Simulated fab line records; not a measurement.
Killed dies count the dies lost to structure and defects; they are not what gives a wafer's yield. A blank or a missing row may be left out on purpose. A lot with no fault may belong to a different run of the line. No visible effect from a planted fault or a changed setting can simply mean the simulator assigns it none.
fab line records ; flow sky130 ; part 2 of 2: steps 37 to 50 of 50
[record] lots = 5; wafers = 15; lastDay = 50
route steps=708 shown VT_ADJUST_LVTN@98 VT_ADJUST_NCORE@119 VT_ADJUST_HVTR@131 VT_ADJUST_PCH@143
lots that met no fault: taken from a fault-free run of the same line
startH: start of the lot's first displayed wafer, in hours after the record's first day ; waitH: hours since the lot's step before ; " repeats the value in the row above ; L1.1+2: one row covering several wafers at once ; - no value, or no start was given ; * or withheld: withheld ; < > ~ a bound
route shown NAME@n: a module of which the file shows steps, and the number in the route of the first ; usual: mean/standard deviation taken from wafers without a fault ; same: alike in all rows ; chamber/n: place in a boat ; sites: per-site readings ; _std_site: their standard deviation ; _edge_site: outer sites' mean less inner sites' ; radiusMm: for every site, how far away it sits from the centre of the wafer ; mask NAME#n: copy n ; behind: tool/chamber where the wafer was last shaped ; hold: reason for holding the lot/hours on hold/outcome of the hold ; device: whichever transistor did not switch (one of n, p or np) ; end of line: tests run on the same wafers once the route is complete ; a step without rows: its recipe alone ; killed: count of dies lost to structure and defects at first sort (not the wafer's yield) ; map: the dies of a wafer, with x for killed, . for not killed, _ for no die there
set.NAME: the run value of the setting; set.NAME@STEP: its run value at that earlier step ; model.NAME: the simulator's own value behind a step, which no gauge read
a table for each step, a row for each wafer; lots at some steps of the route
services: the hour from which a tool's chamber was out of use, counted from the record's first day as startH (under 0 if before that day), plus the number of hours and why
[[steps]]
[step SKY_VT_ADJUST_HVTR_SOFTBAKE_03]
[recipe] tempC = 90; timeS = 60; resist = NOVOLAK
lot.wafer;tool;chamber;startH;waitH
L081.1+4+5;lithoTrack-01;0;237.34;0.1
L086.1+4+6;lithoTrack-03;0;269.21;0.1
L089.2+4+5;lithoTrack-02;0;297.00;0.1
L097.2+3+4;lithoTrack-01;0;370.06;0.1
L095.2+4+6;lithoTrack-02;0;373.95;0.1
[step SKY_VT_ADJUST_HVTR_EXPOSE_04]
[recipe] maskId = HVTRM; targetCdNm = 380; na = 0.6; sourceShape = conventional; sigmaOuter = 0.6; doseMj = 150
lot.wafer;tool;chamber;startH;waitH;mask
L081.1+4+5;ilineStepper-01;0;-;-;HVTRM#0
L086.1+4+6;ilineStepper-01;0;-;-;HVTRM#0
L089.2+4+5;ilineStepper-01;0;-;-;HVTRM#0
L097.2+3+4;ilineStepper-02;0;-;-;HVTRM#0
L095.2+4+6;ilineStepper-02;0;-;-;HVTRM#0
[step SKY_VT_ADJUST_HVTR_PEB_05]
[recipe] tempC = withheld; timeS = *; resist = NOVOLAK
lot.wafer;tool;chamber;startH;waitH
L081.1+4+5;lithoTrack-03;0;-;-
L086.1+4+6;lithoTrack-02;0;-;-
L089.2+4+5;lithoTrack-02;0;-;-
L097.2+3+4;lithoTrack-01;0;-;-
L095.2+4+6;lithoTrack-03;0;-;-
[step SKY_VT_ADJUST_HVTR_DEVELOP_06]
[recipe] developTimeS = 60; devTempC = 23
lot.wafer;tool;chamber;startH;waitH
L081.1+4+5;lithoTrack-03;0;248.51;0.1
L086.1+4+6;lithoTrack-02;0;281.23;0.1
L089.2+4+5;lithoTrack-02;0;310.05;0.1
L097.2+3+4;lithoTrack-01;0;384.41;0.1
L095.2+4+6;lithoTrack-03;0;387.94;0.1
[step SKY_VT_ADJUST_HVTR_CD_MEAS_07]
[recipe] targetCdNm = 380
[usual] cdNm = 379.4/2.1
lot.wafer;tool;chamber;startH;waitH;cdNm
L081.1;cdSem-01;-;248.66;0.1;375.5
L081.4;cdSem-01;-;248.66;0.1;377.2
L081.5;cdSem-01;-;248.66;0.1;375.9
L086.1;cdSem-02;-;281.38;0.1;379.8
L086.4;cdSem-02;-;281.38;0.1;378.0
L086.6;cdSem-02;-;281.38;0.1;381.7
L089.2;cdSem-02;-;310.20;0.1;375.0
L089.4;cdSem-02;-;310.20;0.1;375.7
L089.5;cdSem-02;-;310.20;0.1;376.3
L097.2;cdSem-01;-;384.56;0.1;384.4
L097.3;cdSem-01;-;384.56;0.1;382.1
L097.4;cdSem-01;-;384.56;0.1;382.3
L095.2;cdSem-01;-;388.08;0.1;376.2
L095.4;cdSem-01;-;388.08;0.1;380.4
L095.6;cdSem-01;-;388.08;0.1;378.3
[step SKY_VT_ADJUST_HVTR_OVL_MEAS_08]
[usual] VT_ADJUST_HVTR_OVL = 1.0/1.5
lot.wafer;tool;chamber;startH;waitH;VT_ADJUST_HVTR_OVL[nm]
L081.1;overlay-01;-;248.78;0.1;0.3
L081.4;overlay-01;-;248.78;0.1;0.3
L081.5;overlay-01;-;248.78;0.1;0.3
L086.1;overlay-01;-;281.50;0.1;1.6
L086.4;overlay-01;-;281.50;0.1;1.3
L086.6;overlay-01;-;281.50;0.1;2.0
L089.2;overlay-02;-;310.30;0.1;2.5
L089.4;overlay-02;-;310.30;0.1;2.0
L089.5;overlay-02;-;310.30;0.1;4.0
L097.2;overlay-02;-;384.66;0.1;-0.3
L097.3;overlay-02;-;384.66;0.1;2.0
L097.4;overlay-02;-;384.66;0.1;1.9
L095.2;overlay-01;-;388.19;0.1;0.7
L095.4;overlay-01;-;388.19;0.1;-0.2
L095.6;overlay-01;-;388.19;0.1;2.0
[step SKY_VT_ADJUST_HVTR_IMPLANT_09]
[recipe] species = B; energyKev = 10; doseCm2 = 2.1e+12; tiltDeg = withheld
[same] implantIonAmu = 11
lot.wafer;tool;chamber;startH;waitH
L081.1+4+5;implanter-02;0;248.82;0.0
L086.1+4+6;implanter-04;0;281.53;0.0
L089.2+4+5;implanter-02;0;310.36;0.0
L097.2+3+4;implanter-03;0;384.72;0.0
L095.2+4+6;implanter-04;0;388.24;0.0
[step SKY_VT_ADJUST_HVTR_STRIP_10]
[recipe] chemistry = O2/N2; powerW = 1400; pressureMtorr = 1500; platenTempC = withheld; o2FlowSccm = 3000; n2FlowSccm = 300; overashFraction = 0.5
[usual] drypumpMotorCurrentA = 5.6/0.47; oesProductAu = 0.715/0.0048; stripTimeToEndpointS = 14.18/0.039
lot.wafer;tool;chamber;startH;waitH;drypumpMotorCurrentA;oesProductAu;rfHoursCounterH;stripTimeToEndpointS
L081.1;plasmaAsher-03;1;248.97;0.1;5.7;0.727;56;14.15
L081.4;plasmaAsher-03;0;248.97;0.1;5.1;0.720;-;14.15
L081.5;plasmaAsher-03;0;248.97;0.1;5.0;0.719;-;14.16
L086.1;plasmaAsher-01;1;281.68;0.1;5.8;0.717;17;14.16
L086.4;plasmaAsher-01;0;281.68;0.1;5.0;0.712;-;14.20
L086.6;plasmaAsher-01;1;281.68;0.1;5.8;0.705;-;14.19
L089.2;plasmaAsher-01;1;310.48;0.1;5.7;0.725;20;14.12
L089.4;plasmaAsher-01;1;310.48;0.1;5.8;0.717;-;14.13
L089.5;plasmaAsher-01;0;310.48;0.1;5.0;0.723;-;14.16
L097.2;plasmaAsher-01;0;384.84;0.1;5.0;0.711;27;14.14
L097.3;plasmaAsher-01;1;384.84;0.1;5.8;0.715;-;14.14
L097.4;plasmaAsher-01;0;384.84;0.1;5.0;0.717;-;14.13
L095.2;plasmaAsher-02;0;388.37;0.1;6.3;0.715;59;14.18
L095.4;plasmaAsher-02;1;388.37;0.1;5.7;0.716;-;14.22
L095.6;plasmaAsher-02;0;388.37;0.1;6.3;0.717;-;14.17
[step SKY_VT_ADJUST_HVTR_TW_MEAS_11]
[usual] VT_ADJUST_HVTR_TW = 208.5/2.5
lot.wafer;tool;chamber;startH;waitH;VT_ADJUST_HVTR_TW
L081.1;filmMetro-01;-;249.07;0.1;206.4
L081.4;filmMetro-01;-;249.07;0.1;204.9
L081.5;filmMetro-01;-;249.07;0.1;205.5
L086.1;filmMetro-04;-;281.78;0.1;212.3
L086.4;filmMetro-04;-;281.78;0.1;212.1
L086.6;filmMetro-04;-;281.78;0.1;212.1
L089.2;filmMetro-01;-;310.59;0.1;207.2
L089.4;filmMetro-01;-;310.59;0.1;206.7
L089.5;filmMetro-01;-;310.59;0.1;207.3
L097.2;filmMetro-03;-;384.95;0.1;209.8
L097.3;filmMetro-03;-;384.95;0.1;210.0
L097.4;filmMetro-03;-;384.95;0.1;209.3
L095.2;filmMetro-03;-;388.48;0.1;211.0
L095.4;filmMetro-03;-;388.48;0.1;210.2
L095.6;filmMetro-03;-;388.48;0.1;210.1
[step SKY_VT_ADJUST_PCH_DEHYDRATE_00]
[recipe] tempC = 200; timeS = 60
lot.wafer;tool;chamber;startH;waitH
L081.1+4+5;lithoTrack-01;0;259.84;10.8
L086.1+4+6;lithoTrack-03;0;293.81;12.0
L089.2+4+5;lithoTrack-04;0;323.14;12.5
L097.2+3+4;lithoTrack-04;0;399.29;14.3
L095.2+4+6;lithoTrack-03;0;402.64;14.1
[step SKY_VT_ADJUST_PCH_HMDS_01]
[recipe] primeTimeS = 60; primeTempC = 120
lot.wafer;tool;chamber;startH;waitH
L081.1+4+5;lithoTrack-01;0;259.99;0.1
L086.1+4+6;lithoTrack-03;0;293.96;0.1
L089.2+4+5;lithoTrack-04;0;323.29;0.1
L097.2+3+4;lithoTrack-04;0;399.44;0.1
L095.2+4+6;lithoTrack-03;0;402.79;0.1
[step SKY_VT_ADJUST_PCH_COAT_02]
[recipe] spinRpm = 2000; resistThkNm = 3000
lot.wafer;tool;chamber;startH;waitH
L081.1+4+5;lithoTrack-01;0;260.14;0.1
L086.1+4+6;lithoTrack-03;0;294.11;0.1
L089.2+4+5;lithoTrack-04;0;323.44;0.1
L097.2+3+4;lithoTrack-04;0;399.59;0.1
L095.2+4+6;lithoTrack-03;0;402.94;0.1
[step SKY_VT_ADJUST_PCH_SOFTBAKE_03]
[recipe] tempC = 110; timeS = withheld
lot.wafer;tool;chamber;startH;waitH
L081.1+4+5;lithoTrack-01;0;260.29;0.1
L086.1+4+6;lithoTrack-03;0;294.26;0.1
L089.2+4+5;lithoTrack-04;0;323.60;0.1
L097.2+3+4;lithoTrack-04;0;399.75;0.1
L095.2+4+6;lithoTrack-03;0;403.09;0.1
[step SKY_VT_ADJUST_PCH_EXPOSE_04]
[recipe] maskId = NWM; na = 0.6; sourceShape = conventional; sigmaOuter = 0.6; polarization = unpolarized; targetCdNm = 840; doseMj = 255
lot.wafer;tool;chamber;startH;waitH;mask
L081.1+4+5;ilineStepper-02;0;-;-;NWM#0
L086.1+4+6;ilineStepper-01;0;-;-;NWM#0
L089.2+4+5;ilineStepper-01;0;-;-;NWM#0
L097.2+3+4;ilineStepper-01;0;-;-;NWM#0
L095.2+4+6;ilineStepper-01;0;-;-;NWM#0
[[services]]
tool;chamber;startH;hours;kind
plasmaAsher-04;-;151.21;10.0;pm
plasmaAsher-04;-;166.19;9.6;repair
ilineStepper-02;-;170.48;2.1;pm
ilineStepper-02;-;181.06;1.7;pm
ilineStepper-01;-;182.97;3.5;repair
ilineStepper-01;-;201.21;2.1;pm
ilineStepper-01;-;204.40;0.5;repair
implanter-03;-;204.68;10.4;repair
ilineStepper-01;-;217.33;4.4;pm
implanter-04;-;239.14;3.1;pm
ilineStepper-01;-;239.53;1.7;pm
implanter-03;-;244.55;5.0;repair
implanter-03;-;254.01;0.5;repair
implanter-01;-;256.42;6.6;pm
plasmaAsher-04;-;257.61;9.2;repair
implanter-03;-;297.52;0.8;repair
ilineStepper-02;-;322.01;4.4;pm
implanter-02;-;323.91;3.4;repair
implanter-02;-;353.53;0.6;repair
implanter-02;-;364.95;3.9;repair
implanter-04;-;376.01;1.0;repair
implanter-01;-;381.05;12.3;pm
implanter-03;-;396.24;1.2;repair
ilineStepper-02;-;399.24;1.7;pm
